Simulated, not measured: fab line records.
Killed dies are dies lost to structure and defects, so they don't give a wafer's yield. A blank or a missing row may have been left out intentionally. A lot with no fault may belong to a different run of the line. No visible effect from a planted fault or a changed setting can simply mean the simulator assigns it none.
Which of the tools did it? | flow sky130 | 36 wafers from 12 lots sampled at 5 of the route's 708 steps

== WHAT EACH GAUGE READ, for each wafer ==
SKY_PWDE_TW_MEAS_10.
lot  | measured    | on           | PWDE_TW
L100 | day 3 21:37 | filmMetro-02 | 378.1 372.9 375.7
L101 | day 4 01:22 | filmMetro-03 | 374.0 373.9 375.7
L107 | day 5 12:34 | filmMetro-01 | 403.0 401.7 402.8
L108 | day 5 17:01 | filmMetro-03 | 405.3 406.4 404.9
L112 | day 6 15:32 | filmMetro-02 | 375.2 374.8 375.6
L114 | day 7 02:28 | filmMetro-03 | 375.1 376.0 376.2
L116 | day 7 12:43 | filmMetro-03 | 375.1 375.5 373.8
L117 | day 7 18:25 | filmMetro-03 | 375.8 377.0 379.0
L118 | day 8 03:01 | filmMetro-01 | 371.1 372.3 372.2
L119 | day 8 05:52 | filmMetro-01 | 372.8 375.4 374.7
L120 | day 8 11:22 | filmMetro-02 | 372.0 374.5 373.8
L122 | day 9 06:07 | filmMetro-01 | 376.3 375.0 374.8

SKY_NWELL_OVL_MEAS_23.
lot  | measured     | on         | NWELL_01_OVL (nm)
L100 | day 5 08:35  | overlay-01 | -2.2 -2.2 -0.7
L101 | day 5 11:52  | overlay-02 | -1.2 -1.2 -0.9
L107 | day 7 02:23  | overlay-02 | 0.1 -0.9 0.2
L108 | day 7 06:59  | overlay-01 | 2.3 2.6 2.7
L112 | day 8 08:14  | overlay-02 | -0.5 0.3 0.5
L114 | day 8 18:49  | overlay-01 | -0.3 -1.2 0.0
L116 | day 9 06:47  | overlay-01 | -2.0 -1.9 -1.0
L117 | day 9 11:43  | overlay-01 | -1.0 -0.5 -1.7
L118 | day 9 20:29  | overlay-02 | -1.0 0.2 0.5
L119 | day 9 23:46  | overlay-01 | 0.9 2.2 0.1
L120 | day 10 06:08 | overlay-01 | -1.7 -1.3 -3.1
L122 | day 11 02:43 | overlay-02 | 2.0 2.2 2.3

SKY_NWELL_RS_MEAS_31: measurement is done with a four-point probe.
lot  | measured     | on           | PWDE_RS (ohm/sq)
L100 | day 5 09:20  | filmMetro-02 | 5271 5275 5271
L101 | day 5 12:37  | filmMetro-02 | 5292 5307 5285
L107 | day 7 03:07  | filmMetro-01 | 4357 4364 4369
L108 | day 7 07:51  | filmMetro-03 | 4370 4363 4378
L112 | day 8 09:01  | filmMetro-02 | 5298 5305 5274
L114 | day 8 19:40  | filmMetro-03 | 5275 5301 5288
L116 | day 9 07:38  | filmMetro-01 | 5298 5312 5318
L117 | day 9 12:28  | filmMetro-01 | 5286 5280 5282
L118 | day 9 21:13  | filmMetro-02 | 5301 5303 5323
L119 | day 10 00:30 | filmMetro-01 | 5275 5248 5268
L120 | day 10 06:52 | filmMetro-03 | 5298 5293 5295
L122 | day 11 03:29 | filmMetro-01 | 5283 5282 5289

SKY_VT_ADJUST_HVTP_CD_MEAS_07 targets a cd of 380 nm.
lot  | measured     | on       | cdNm (nm)
L100 | day 6 03:52  | cdSem-02 | 378.6 379.7 380.4
L101 | day 6 07:09  | cdSem-01 | 379.6 379.0 378.5
L107 | day 7 22:47  | cdSem-02 | 380.4 381.7 381.7
L108 | day 8 04:01  | cdSem-02 | 381.2 383.2 382.0
L112 | day 9 05:32  | cdSem-01 | 380.8 378.8 379.5
L114 | day 9 16:32  | cdSem-02 | 382.1 379.3 377.3
L116 | day 10 05:20 | cdSem-01 | 379.8 379.0 378.6
L117 | day 10 10:56 | cdSem-01 | 380.2 380.8 381.5
L118 | day 10 19:08 | cdSem-01 | 378.8 381.2 382.3
L119 | day 10 23:23 | cdSem-01 | 379.2 380.6 379.3
L120 | day 11 05:40 | cdSem-01 | 377.6 377.2 378.3
L122 | day 12 03:25 | cdSem-02 | 380.0 379.7 376.6

== WHAT TOOL EACH LOT RAN ON (gives the tool, then ch and the chambers of the sampled wafers, and finally the start) ==
lot  | SKY_PWDE_IMPLANT_08
L100 | implanter-01 ch 0, day 3 21:24
L101 | implanter-01 ch 0, day 4 01:07
L107 | implanter-01 ch 0, day 5 12:19
L108 | implanter-01 ch 0, day 5 16:48
L112 | implanter-03 ch 0, day 6 15:19
L114 | implanter-04 ch 0, day 7 02:13
L116 | implanter-04 ch 0, day 7 12:28
L117 | implanter-04 ch 0, day 7 18:10
L118 | implanter-03 ch 0, day 8 02:46
L119 | implanter-04 ch 0, day 8 05:37
L120 | implanter-03 ch 0, day 8 11:07
L122 | implanter-04 ch 0, day 9 05:54
- SKY_PWDE_IMPLANT_08

== AS READ BY THE TOOLS THEMSELVES (means over the sampled wafers that have a number; for cases with no such wafer, the mark the record gives instead) ==
SKY_PWDE_IMPLANT_08.
lot  | tool         | doseIonsCm2 | faradayCurrentUA
L100 | implanter-01 | 3.6e+12     | 20.5
L101 | implanter-01 | 3.6e+12     | 20.2
L107 | implanter-01 | 4.6e+12     | 26.1
L108 | implanter-01 | 4.6e+12     | 25.8
L112 | implanter-03 | 3.6e+12     | 20.3
L114 | implanter-04 | 3.6e+12     | 20.1
L116 | implanter-04 | 3.6e+12     | 20.3
L117 | implanter-04 | 3.6e+12     | 20.4
L118 | implanter-03 | 3.6e+12     | 20.5
L119 | implanter-04 | 3.6e+12     | 20.1
L120 | implanter-03 | 3.6e+12     | 20.0
L122 | implanter-04 | 3.6e+12     | 20.4

== THE ANSWER, worked out from the rows above alone ==
Rule: the usual values come from the lots themselves. Put in order of their means at a reading, lots are off if they are a third of the lots or fewer, leave a main group of 4 or more, and stand apart from it by a gap of 3 or more times the standard deviation of the main group's means; of several such gaps the widest counts. Not used: any main group whose means are identical at the precision the tables above print for the reading. A lot without any number at a reading at which 4 lots or more have one is off too. All remaining lots with rows at the step are treated as sound. First the gauges in route order, then the tools' own readings, where a lot's mean is used as printed above. At the first step where some lot is off, the reading lying furthest off is the one used; lots without a number count as furthest.
Off: L107, L108, at SKY_PWDE_TW_MEAS_10 (PWDE_TW). The main group has a mean of 374.8 with a standard deviation of 1.4.
If a tool, at a process step before that reading, ran all the lots that are off and no sound lot after the first of them, it fits. Not tried: the gauges at SKY_PWDE_TW_MEAS_10; whatever is off there is also off at SKY_PWDE_IMPLANT_08, on other tools, and gauge error can't account for it. One fits: implanter-01 at SKY_PWDE_IMPLANT_08. Its last sound lot is L101 (day 4 01:07), its first lot that is off L107 (day 5 12:19): a fault that began between those two fits.
The tool's own readings at SKY_PWDE_IMPLANT_08 bear it out: on the lots that are off they differ by more than 5 times the standard deviation of the sound lots' means. doseIonsCm2 reads 4.6e+12 there against 3.6e+12 on the sound lots; faradayCurrentUA reads 26.0 there against 20.3 on the sound lots.

== WHAT WAS PUT IN BY THE SIMULATOR ==
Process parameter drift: implanter-01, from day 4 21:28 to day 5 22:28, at SKY_PWDE_IMPLANT_08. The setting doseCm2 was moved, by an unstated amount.
Struck lots among those shown: L107, L108. The same result came from the rule above.
